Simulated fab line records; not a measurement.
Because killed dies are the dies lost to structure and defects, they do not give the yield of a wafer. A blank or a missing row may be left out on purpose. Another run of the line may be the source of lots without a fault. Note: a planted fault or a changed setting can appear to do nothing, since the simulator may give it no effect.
Chamber matching :: flow sky130 :: 4 sister chambers for SKY_VIA2_ETCH_14 on rie diel-04
The step etches BARC in N2/H2, stops on SiO2, time 47.49 s, target depth 60 nm. 8 wafers are shown with their chamber, then 8 later ones without.

WAFERS PAIRED WITH THEIR CHAMBERS
wafer: L076.6
chamber: 3
drypump motor current A (A): 5.6
throttle valve pct (%): 13.225

wafer: L078.2
chamber: 0
drypump motor current A (A): 6.1
throttle valve pct (%): 13.218

wafer: L079.3
chamber: 1
drypump motor current A (A): 6.5
throttle valve pct (%): 13.241

wafer: L079.6
chamber: 1
drypump motor current A (A): 6.4
throttle valve pct (%): 13.220

wafer: L081.1
chamber: 0
drypump motor current A (A): 6.1
throttle valve pct (%): 13.235

wafer: L081.2
chamber: 2
drypump motor current A (A): 5.7
throttle valve pct (%): 13.200

wafer: L081.6
chamber: 3
drypump motor current A (A): 5.6
throttle valve pct (%): 13.219

wafer: L085.1
chamber: 2
drypump motor current A (A): 5.7
throttle valve pct (%): 13.217

WAFERS WITHOUT THEIR CHAMBER
wafer: L085.2
drypump motor current A (A): 5.6
throttle valve pct (%): 13.225

wafer: L085.6
drypump motor current A (A): 6.1
throttle valve pct (%): 13.225

wafer: L094.1
drypump motor current A (A): 5.6
throttle valve pct (%): 13.227

wafer: L094.4
drypump motor current A (A): 6.5
throttle valve pct (%): 13.219

wafer: L094.6
drypump motor current A (A): 5.7
throttle valve pct (%): 13.217

wafer: L096.3
drypump motor current A (A): 5.6
throttle valve pct (%): 13.215

wafer: L096.4
drypump motor current A (A): 5.7
throttle valve pct (%): 13.231

wafer: L096.5
drypump motor current A (A): 5.6
throttle valve pct (%): 13.204

WHICH CHAMBER EACH WENT THROUGH
wafer: L085.2
from the rows above: 3
in truth: 3

wafer: L085.6
from the rows above: 0
in truth: 0

wafer: L094.1
from the rows above: 3
in truth: 3

wafer: L094.4
from the rows above: 1
in truth: 1

wafer: L094.6
from the rows above: 2
in truth: 2

wafer: L096.3
from the rows above: 3
in truth: 3

wafer: L096.4
from the rows above: can't be placed: 2 or 3
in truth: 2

wafer: L096.5
from the rows above: can't be placed: 3 or 2
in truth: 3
Correct placement for 6 of the 8. These rows do not allow placing 2 (true chamber among the candidates in 2). Wrongly placed: 0.
How it was worked out, from the rows above alone: a wafer's distance from a chamber is the root of the sum, over the readings, of the square of ((its reading less the chamber's mean) divided by the reading's scatter). The wafer belongs to the nearest chamber; if the next one is less than 2 further off, it can't be placed. Each chamber's mean is taken over the wafers shown for it. The scatter: the root of (the sum of the squares of (reading less its chamber's mean) over the shown wafers, divided by (wafers less chambers)).
